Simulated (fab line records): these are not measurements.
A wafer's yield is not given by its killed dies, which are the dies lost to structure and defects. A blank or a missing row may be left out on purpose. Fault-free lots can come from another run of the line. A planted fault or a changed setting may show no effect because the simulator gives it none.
fab line records	flow sky130
[record] lots = 7	wafers = 19	lastDay = 50
route steps=708 shown VT_ADJUST_LVTN@104 VT_ADJUST_NCORE@119 PAD_OPEN@708
lots untouched by any fault: they come from a run of this same line in which no faults occurred
startH: start of the lot's first displayed wafer, in hours after the record's first day	waitH: how many hours have passed since the lot's step before this one	" same as the row above	L1.1+2: a row that stands for several wafers	- no value, or no start given	* or withheld: withheld	< > ~ a bound
route shown NAME@n: names a module that has steps shown in the file, with the first one's number in the route	usual: average and standard deviation across the fault-free wafers	same: alike in all rows	chamber/n: place in a boat	sites: per-site readings	_std_site: the values' standard deviation	_edge_site: outer sites' mean less inner sites'	radiusMm: for every site, how far away it sits from the centre of the wafer	mask NAME#n: copy n	behind: tool/chamber where the wafer was last shaped	hold: why the lot was held/for how many hours/how that ended	device: the n, p or np transistor that did not switch	end of line: at the end of the route, the tests of the same wafers	a step with no rows: only its recipe	killed: at the first sort, the dies lost to defects and structure; wafer yield is something else	map: a wafer's dies, marking killed ones x, the rest . and places with no die _
set.NAME: setting as actually run; set.NAME@STEP: the setting as run at that earlier step	model.NAME: the simulator's own value behind a step, which no gauge read
lots seen at some steps along the route; tables by step, rows by wafer
services: the hour from which a tool's chamber was out of use, counted from the record's first day as startH (under 0 if before that day), plus the number of hours and why
[[steps]]
[step SKY_VT_ADJUST_LVTN_OVL_MEAS_07]
[usual] VT_ADJUST_LVTN_OVL = -0.9/1.3
lot.wafer	tool	chamber	startH	waitH	VT_ADJUST_LVTN_OVL[nm]
L434.2	overlay-01	-	140.67	-	-1.3
L434.3	"	-	"	"	-0.7
L434.5	"	-	"	"	-0.8
L435.3	overlay-02	-	148.04	-	-1.6
L435.4	"	-	"	"	-1.0
L435.5	"	-	"	"	-2.0
L440.1	overlay-02	-	183.28	-	-2.5
L440.2	"	-	"	"	-0.5
L441.3	overlay-02	-	185.24	-	0.8
L441.5	"	-	"	"	-2.3
L443.1	overlay-02	-	203.51	-	-3.8
L443.2	"	-	"	"	-1.4
L443.6	"	-	"	"	-2.4
L452.1	overlay-02	-	263.95	-	1.6
L452.2	"	-	"	"	-0.2
L452.4	"	-	"	"	0.1
L455.1	overlay-01	-	280.58	-	2.5
L455.2	"	-	"	"	0.5
L455.3	"	-	"	"	-0.2
[step SKY_VT_ADJUST_LVTN_IMPLANT_08]
[recipe] species = B	energyKev = 30	doseCm2 = 1.57e+12	tiltDeg = withheld
[step SKY_VT_ADJUST_LVTN_STRIP_09]
[recipe] chemistry = O2/N2	powerW = 1400	pressureMtorr = 1500	platenTempC = withheld	o2FlowSccm = 3000	n2FlowSccm = 300	overashFraction = 0.5
[usual] drypumpMotorCurrentA = 5.6/0.53	oesProductAu = 0.723/0.0043	stripTimeToEndpointS = 36.94/0.097
[same] overashFraction = 0.5
lot.wafer	tool	chamber	startH	waitH	drypumpMotorCurrentA	oesProductAu	rfHoursCounterH	stripTimeToEndpointS
L434.2	plasmaAsher-03	1	140.85	0.1	6.4	0.720	46	36.98
L434.3	"	0	"	"	5.4	0.719	-	36.94
L434.5	"	0	"	"	5.4	0.713	-	36.97
L435.3	plasmaAsher-01	1	148.25	0.1	4.8	0.718	-	37.01
L435.4	"	0	"	"	5.0	0.720	-	37.03
L435.5	"	1	"	"	4.8	0.728	-	36.99
L440.1	plasmaAsher-03	0	183.47	0.1	5.4	0.723	50	36.92
L440.2	"	1	"	"	6.3	0.725	50	36.88
L441.3	plasmaAsher-03	0	185.45	0.1	5.4	0.719	-	36.81
L441.5	"	0	"	"	5.4	0.723	-	36.88
L443.1	plasmaAsher-03	1	203.70	0.1	6.4	0.727	52	36.91
L443.2	"	0	"	"	5.4	0.732	52	36.92
L443.6	"	0	"	"	5.4	0.717	-	36.99
L452.1	plasmaAsher-03	0	264.13	0.1	5.4	0.722	58	36.98
L452.2	"	1	"	"	6.3	0.724	58	36.88
L452.4	"	0	"	"	5.4	0.717	-	36.99
L455.1	plasmaAsher-04	1	280.77	0.1	5.9	0.724	48	37.08
L455.2	"	0	"	"	5.7	0.718	48	37.02
L455.3	"	1	"	"	6.0	0.719	-	37.00
[step SKY_VT_ADJUST_LVTN_TW_MEAS_10]
[usual] VT_ADJUST_LVTN_TW = 240.8/2.6
lot.wafer	tool	chamber	startH	waitH	VT_ADJUST_LVTN_TW
L434.2	filmMetro-01	-	140.96	0.1	243.8
L434.3	"	-	"	"	243.5
L434.5	"	-	"	"	242.5
L435.3	filmMetro-04	-	148.34	0.1	236.9
L435.4	"	-	"	"	235.1
L435.5	"	-	"	"	238.3
L440.1	filmMetro-01	-	183.57	0.1	244.5
L440.2	"	-	"	"	245.0
L441.3	filmMetro-02	-	185.54	0.1	241.4
L441.5	"	-	"	"	241.6
L443.1	filmMetro-04	-	203.80	0.1	240.1
L443.2	"	-	"	"	239.3
L443.6	"	-	"	"	238.9
L452.1	filmMetro-04	-	264.23	0.1	238.3
L452.2	"	-	"	"	239.2
L452.4	"	-	"	"	239.3
L455.1	filmMetro-04	-	280.87	0.1	239.2
L455.2	"	-	"	"	239.0
L455.3	"	-	"	"	239.5
[step SKY_VT_ADJUST_LVTN_DEHYDRATE_11]
[recipe] tempC = 200	timeS = 60
[step SKY_VT_ADJUST_LVTN_HMDS_12]
[recipe] primeTimeS = 60	primeTempC = 120
[step SKY_VT_ADJUST_LVTN_COAT_13]
[recipe] resist = NOVOLAK	spinRpm = 3000	resistThkNm = 1140
[step SKY_VT_ADJUST_LVTN_SOFTBAKE_14]
[recipe] tempC = 90	timeS = 60	resist = NOVOLAK
[step SKY_VT_ADJUST_LVTN_EXPOSE_15]
[recipe] maskId = HVN_STD_DERIVED	na = 0.6	sourceShape = conventional	sigmaOuter = 0.6	polarization = unpolarized	targetCdNm = 600	doseMj = 163
[step SKY_VT_ADJUST_LVTN_PEB_16]
[recipe] tempC = withheld	timeS = *	resist = NOVOLAK
[step SKY_VT_ADJUST_LVTN_DEVELOP_17]
[recipe] resist = NOVOLAK	developer = TMAH	developTimeS = 60	devTempC = 23
[step SKY_VT_ADJUST_LVTN_OVL_MEAS_18]
[usual] VT_ADJUST_LVTN_01_OVL = -0.1/1.7
lot.wafer	tool	chamber	startH	waitH	VT_ADJUST_LVTN_01_OVL[nm]
L434.2	overlay-01	-	161.25	0.1	0.4
L434.3	"	-	"	"	0.4
L434.5	"	-	"	"	0.4
L435.3	overlay-01	-	168.71	0.1	-1.9
L435.4	"	-	"	"	-2.4
L435.5	"	-	"	"	-3.9
L440.1	overlay-02	-	205.18	0.1	1.9
L440.2	"	-	"	"	-0.3
L441.3	overlay-02	-	206.57	0.1	-0.5
L441.5	"	-	"	"	-0.8
L443.1	overlay-01	-	225.35	0.1	-2.5
L443.2	"	-	"	"	-1.3
L443.6	"	-	"	"	-3.1
L452.1	overlay-01	-	288.76	0.1	-0.8
L452.2	"	-	"	"	-0.8
L452.4	"	-	"	"	0.4
L455.1	overlay-02	-	306.01	0.1	2.2
L455.2	"	-	"	"	1.4
L455.3	"	-	"	"	3.7
[step SKY_VT_ADJUST_LVTN_IMPLANT_19]
[recipe] species = B	energyKev = 30	doseCm2 = 6.5e+11	tiltDeg = withheld
[usual] beamOnS = 9.97/0.22	faradayCurrentUA = 3.68/0.08
lot.wafer	tool	chamber	startH	waitH	beamOnS	faradayCurrentUA
L434.2	implanter-02	0	161.31	0.0	9.99	3.67
L434.3	"	0	"	"	10.41	3.53
L434.5	"	0	"	"	9.78	3.74
L435.3	implanter-01	0	168.78	0.1	9.85	3.71
L435.4	"	0	"	"	9.99	3.65
L435.5	"	0	"	"	10.12	3.63
L440.1	implanter-01	0	205.22	0.0	12.18	3.00
L440.2	"	0	"	"	10.00	3.68
L441.3	implanter-01	0	206.65	0.1	10.13	3.60
L441.5	"	0	"	"	13.02	2.83
L443.1	implanter-01	0	225.38	0.0	12.70	2.88
L443.2	"	0	"	"	10.27	3.54
L443.6	"	0	"	"	10.30	3.55
L452.1	implanter-04	0	288.80	0.0	10.37	3.52
L452.2	"	0	"	"	10.00	3.65
L452.4	"	0	"	"	9.96	3.68
L455.1	implanter-02	0	306.05	0.0	9.77	3.76
L455.2	"	0	"	"	10.10	3.64
L455.3	"	0	"	"	9.66	3.80
[step SKY_VT_ADJUST_LVTN_STRIP_20]
[recipe] chemistry = O2/N2	powerW = 1400	pressureMtorr = 1500	platenTempC = withheld	o2FlowSccm = 3000	n2FlowSccm = 300	overashFraction = 0.5
[usual] drypumpMotorCurrentA = 5.4/0.56	oesProductAu = 0.716/0.0047	stripTimeToEndpointS = 14.21/0.036
[same] overashFraction = 0.5
lot.wafer	tool	chamber	startH	waitH	drypumpMotorCurrentA	oesProductAu	rfHoursCounterH	stripTimeToEndpointS
L434.2	plasmaAsher-01	1	161.43	0.1	4.8	0.722	4	14.23
L434.3	"	1	"	"	4.8	0.718	-	14.28
L434.5	"	0	"	"	5.0	0.715	-	14.24
L435.3	plasmaAsher-04	1	168.92	0.1	6.0	0.717	-	14.21
L435.4	"	0	"	"	5.6	0.711	-	14.18
L435.5	"	0	"	"	5.6	0.715	-	14.20
L440.1	plasmaAsher-01	0	205.37	0.1	5.0	0.723	8	14.21
L440.2	"	1	"	"	4.8	0.713	8	14.22
L441.3	plasmaAsher-04	0	206.78	0.1	5.6	0.723	-	14.25
L441.5	"	1	"	"	6.0	0.717	-	14.23
L443.1	plasmaAsher-03	0	225.53	0.1	5.4	0.711	54	14.15
L443.2	"	1	"	"	6.3	0.718	54	14.15
L443.6	"	0	"	"	5.4	0.719	-	14.18
L452.1	plasmaAsher-03	0	288.95	0.1	5.4	0.711	61	14.20
L452.2	"	1	"	"	6.4	0.710	61	14.18
L452.4	"	1	"	"	6.4	0.717	-	14.20
L455.1	plasmaAsher-04	0	306.20	0.1	5.6	0.714	50	14.26
L455.2	"	1	"	"	6.0	0.713	50	14.21
L455.3	"	1	"	"	6.0	0.714	-	14.25
[step SKY_VT_ADJUST_LVTN_TW_MEAS_21]
[usual] VT_ADJUST_LVTN_2_TW = 187.7/2.2
lot.wafer	tool	chamber	startH	waitH	VT_ADJUST_LVTN_2_TW
L434.2	filmMetro-04	-	161.54	0.1	185.4
L434.3	"	-	"	"	185.2
L434.5	"	-	"	"	185.4
L435.3	filmMetro-04	-	169.00	0.1	185.4
L435.4	"	-	"	"	185.3
L435.5	"	-	"	"	184.8
L440.1	filmMetro-01	-	205.47	0.1	203.9
L440.2	"	-	"	"	190.1
L441.3	filmMetro-02	-	206.87	0.1	186.5
L441.5	"	-	"	"	199.6
L443.1	filmMetro-01	-	225.63	0.1	203.4
L443.2	"	-	"	"	189.3
L443.6	"	-	"	"	189.2
L452.1	filmMetro-01	-	289.05	0.1	190.0
L452.2	"	-	"	"	190.9
L452.4	"	-	"	"	190.1
L455.1	filmMetro-02	-	306.30	0.1	187.2
L455.2	"	-	"	"	186.5
L455.3	"	-	"	"	187.1
[step SKY_VT_ADJUST_NCORE_DEHYDRATE_00]
[recipe] tempC = 200	timeS = 60
[step SKY_PAD_OPEN_PROBE_99]
[usual] killed_at_M0_to_M3 = 43/7.7	killed_at_M4_up = 3.1/1.7	killedAtContacts = 23/4.8	killedAtFrontEnd = 15/4.5	killedAtOther = 0.3/0.58	killedDies = 85/10	killedOpen = 46/7.5	killedShort = 38/6.5
[same] grossDies = 492	killedAtBackSide = 0
lot.wafer	tool	chamber	startH	waitH	killed_at_M0_to_M3	killed_at_M4_up	killedAtContacts	killedAtFrontEnd	killedAtOther	killedDies	killedOpen	killedShort	model.etest.resPwellUnderGate.rsOhmSq	model.etest.nfetG5v0d10v5.bodyRiseV	model.etest.nfet_16v.bodyRiseV	model.etest.nfetG5v0d10v5.vtSatV	model.etest.nfetG5v0d10v5.vtV
L434.2	prober-02	-	1070.49	0.1	42	3	14	13	0	72	36	36	2295	0.6812	0.6737	0.7778	0.8376
L434.3	prober-02	-	1070.54	0.2	37	4	19	11	1	72	45	27	2302	0.69	0.681	0.7765	0.8375
L434.5	prober-02	-	1070.64	0.2	44	4	16	17	0	81	37	44	2298	0.6752	0.6694	0.7675	0.8272
L435.3	prober-01	-	1078.19	0.2	42	1	20	11	0	74	48	26	2268	0.6751	0.6674	0.7563	0.8142
L435.4	prober-01	-	1078.24	0.2	56	3	19	11	0	89	61	28	2290	0.6763	0.6676	0.7585	0.8135
L435.5	prober-01	-	1078.29	0.2	35	2	28	15	1	81	47	34	2277	0.6791	0.6708	0.752	0.8089
L440.1	prober-01	-	1116.58	0.1	39	2	31	17	0	89	49	40	2272	0.7105	0.7024	0.7927	0.8475
L440.2	prober-01	-	1116.63	0.1	29	6	20	14	0	69	40	29	2297	0.6822	0.6746	0.7706	0.8273
L441.3	prober-02	-	1116.79	0.2	56	7	25	20	0	108	71	36	2270	0.6675	0.6594	0.7609	0.8178
L441.5	prober-02	-	1116.89	0.2	38	4	24	11	0	77	46	31	2254	0.6976	0.6851	0.7816	0.8372
L443.1	prober-02	-	1129.50	0.1	40	3	30	17	0	90	44	46	2236	0.6901	0.6802	0.7795	0.8306
L443.2	prober-02	-	1129.55	0.1	54	0	21	14	0	89	44	45	2256	0.6643	0.6571	0.7567	0.8162
L443.6	prober-02	-	1129.75	0.2	43	5	18	15	2	83	40	42	2285	0.6748	0.6673	0.7665	0.8249
L452.1	prober-02	-	1182.95	0.1	44	4	21	20	1	90	50	40	2249	0.6717	0.6623	0.7469	0.804
L452.2	prober-02	-	1183.00	0.1	34	3	21	10	0	68	37	31	2247	0.6689	0.6597	0.7557	0.8125
L452.4	prober-02	-	1183.10	0.2	46	2	22	17	1	88	47	41	2261	0.6692	0.6605	0.7479	0.8063
L455.1	prober-01	-	1191.35	0.1	31	2	17	16	0	66	30	36	2310	0.6711	0.6629	0.7613	0.8181
L455.3	prober-01	-	1191.45	0.2	37	2	19	16	0	74	36	38	2296	0.6754	0.6703	0.7698	0.8268
// killed by level:class
L434.2 VIA2:geometricParticle:open=12 VIA1:geometricParticle:open=8 METAL1:geometricParticle:short=7 METAL2:geometricParticle:short=6 FIELD_ISO:geometricParticle:open=4 VIA1:geometricParticle:short=4 LOCAL_INTERCONNECT:geometricParticle:short=4 CONTACT:geometricParticle:open=4
L434.3 VIA1:geometricParticle:open=13 LOCAL_INTERCONNECT:geometricParticle:short=7 CONTACT:geometricParticle:open=6 VIA2:geometricParticle:open=6 VIA3:geometricParticle:open=6 POLY_GATE:geometricParticle:open=4 LI_CONTACT:geometricParticle:open=4 METAL4:geometricParticle:short=4
L434.5 VIA1:geometricParticle:open=10 METAL1:geometricParticle:short=6 VIA2:geometricParticle:short=5 VIA3:geometricParticle:open=5 FIELD_ISO:geometricParticle:short=4 POLY_GATE:geometricParticle:short=4 POLY_GATE:geometricParticle:open=4 LI_CONTACT:geometricParticle:open=4
L435.3 VIA1:geometricParticle:open=12 CONTACT:geometricParticle:open=10 VIA1:geometricParticle:short=5 VIA3:geometricParticle:open=5 FIELD_ISO:geometricParticle:short=4 LI_CONTACT:geometricParticle:open=4 METAL2:geometricParticle:short=4 METAL2:geometricParticle:open=4
L435.4 VIA1:geometricParticle:open=19 LI_CONTACT:geometricParticle:open=9 VIA2:geometricParticle:open=9 CONTACT:geometricParticle:open=6 VIA3:geometricParticle:open=5 POLY_GATE:geometricParticle:open=4 METAL1:geometricParticle:short=4 VIA2:geometricParticle:short=4
L435.5 VIA1:geometricParticle:open=12 CONTACT:geometricParticle:open=11 FIELD_ISO:geometricParticle:open=8 FIELD_ISO:geometricParticle:short=7 LI_CONTACT:geometricParticle:open=6 METAL2:geometricParticle:short=5 CONTACT:geometricParticle:short=5 LOCAL_INTERCONNECT:geometricParticle:short=5
L440.1 CONTACT:geometricParticle:open=11 VIA1:geometricParticle:open=10 CONTACT:geometricParticle:short=9 LI_CONTACT:geometricParticle:open=6 VIA1:geometricParticle:short=6 VIA3:geometricParticle:open=6 FIELD_ISO:geometricParticle:open=4 FIELD_ISO:geometricParticle:short=4
L440.2 CONTACT:geometricParticle:open=11 POLY_GATE:geometricParticle:open=7 METAL2:geometricParticle:short=5 VIA3:geometricParticle:open=5 FIELD_ISO:geometricParticle:short=4 VIA2:geometricParticle:open=4 VIA1:geometricParticle:open=4 METAL1:geometricParticle:short=3
L441.3 VIA2:geometricParticle:open=11 CONTACT:geometricParticle:open=10 LI_CONTACT:geometricParticle:open=9 VIA1:geometricParticle:open=9 METAL2:geometricParticle:short=9 VIA3:geometricParticle:open=9 FIELD_ISO:geometricParticle:open=6 POLY_GATE:geometricParticle:open=4
L441.5 CONTACT:geometricParticle:open=12 VIA1:geometricParticle:open=8 METAL1:geometricParticle:short=6 FIELD_ISO:geometricParticle:open=5 VIA3:geometricParticle:open=5 LI_CONTACT:geometricParticle:open=4 LOCAL_INTERCONNECT:geometricParticle:short=4 VIA2:geometricParticle:open=4
L443.1 METAL2:geometricParticle:short=11 CONTACT:geometricParticle:open=10 VIA2:geometricParticle:open=8 VIA1:geometricParticle:open=7 LI_CONTACT:geometricParticle:open=6 FIELD_ISO:geometricParticle:open=5 CONTACT:geometricParticle:short=5 LI_CONTACT:geometricParticle:short=4
L443.2 VIA1:geometricParticle:open=11 VIA1:geometricParticle:short=8 VIA2:geometricParticle:open=8 CONTACT:geometricParticle:open=6 CONTACT:geometricParticle:short=6 METAL2:geometricParticle:short=6 VIA3:geometricParticle:short=5 FIELD_ISO:geometricParticle:open=4
L443.6 VIA1:geometricParticle:open=13 VIA1:geometricParticle:short=5 METAL2:geometricParticle:short=5 METAL3:geometricParticle:short=5 POLY_GATE:geometricParticle:open=4 METAL1:geometricParticle:short=4 LI_CONTACT:geometricParticle:short=4 LOCAL_INTERCONNECT:geometricParticle:short=4
L452.1 VIA1:geometricParticle:open=12 CONTACT:geometricParticle:open=7 VIA3:geometricParticle:open=7 VIA2:geometricParticle:open=7 METAL1:geometricParticle:short=6 FIELD_ISO:geometricParticle:open=5 POLY_GATE:geometricParticle:short=5 LI_CONTACT:geometricParticle:open=5
L452.2 CONTACT:geometricParticle:open=6 VIA1:geometricParticle:open=6 METAL2:geometricParticle:short=6 LOCAL_INTERCONNECT:geometricParticle:short=5 VIA3:geometricParticle:open=5 LI_CONTACT:geometricParticle:open=4 CONTACT:geometricParticle:short=4 METAL1:geometricParticle:open=4
L452.4 CONTACT:geometricParticle:open=9 LI_CONTACT:geometricParticle:open=8 METAL1:geometricParticle:short=7 VIA1:geometricParticle:open=7 VIA1:geometricParticle:short=6 FIELD_ISO:geometricParticle:open=5 VIA2:geometricParticle:open=5 VIA2:geometricParticle:short=5
L455.1 VIA1:geometricParticle:open=7 LI_CONTACT:geometricParticle:open=6 METAL2:geometricParticle:short=6 METAL1:geometricParticle:short=5 VIA3:geometricParticle:short=5 CONTACT:geometricParticle:open=5 VIA3:geometricParticle:open=4 FIELD_ISO:geometricParticle:short=3
L455.3 CONTACT:geometricParticle:open=6 METAL2:geometricParticle:short=6 FIELD_ISO:geometricParticle:short=5 LI_CONTACT:geometricParticle:open=5 VIA2:geometricParticle:open=5 VIA3:geometricParticle:open=5 FIELD_ISO:geometricParticle:open=4 CONTACT:geometricParticle:short=4
[[services]]
tool	chamber	startH	hours	kind
plasmaAsher-01	0	117.75	-	clean
plasmaAsher-01	1	117.75	-	clean
implanter-04	-	146.79	3.5	pm
implanter-04	-	159.03	2.7	pm
implanter-02	-	168.80	2.5	pm
plasmaAsher-03	-	174.84	2.8	pm
plasmaAsher-04	-	187.54	1.2	repair
plasmaAsher-04	-	192.15	0.5	repair
plasmaAsher-03	-	196.30	2.4	repair
plasmaAsher-03	-	216.34	0.4	repair
plasmaAsher-01	-	243.62	0.6	repair
implanter-04	-	245.21	0.5	repair
plasmaAsher-04	-	249.11	2.8	pm
implanter-04	-	249.63	1.3	repair
implanter-04	-	254.66	11.3	pm
implanter-02	-	267.09	1.9	repair
[[key]]
[firstSign] step = SKY_VT_ADJUST_LVTN_IMPLANT_19	reading = beamOnS	direction = up	sigmas = 12	usual = 9.97	struck = 12.63
[effect] step = SKY_VT_ADJUST_LVTN_IMPLANT_19	reading = faradayCurrentUA	direction = down	sigmas = 9.7	usual = 3.68	struck = 2.90
[effect] step = SKY_VT_ADJUST_LVTN_TW_MEAS_21	reading = VT_ADJUST_LVTN_2_TW	direction = up	sigmas = 6.8	usual = 187.7	struck = 202.3
[modelEffect] step = SKY_PAD_OPEN_PROBE_99	value = etest.resPwellUnderGate.rsOhmSq	without = 2286	struck = 2254
metAt SKY_VT_ADJUST_LVTN_IMPLANT_19
struckWafers L440.1,L441.5,L443.1
testerLeftOut L440,L441,L443
onsetBetween 168.78 205.22
[fault] kind = processParameterDrift	tool = implanter-01	chamber = -	onsetH = 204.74	steps = SKY_VT_ADJUST_LVTN_IMPLANT_19	channel = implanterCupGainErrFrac	offset = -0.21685	shape = step	endH = 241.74	scope = struckWafersOnly
// testerLeftOut: of these lots the tester's yield and bins aren't shown, on N5 and GAA mostly nor the transistor test; their killed dies are dies lost to structure and defects alone, not to doping, threshold or leakage, so they don't give the yield
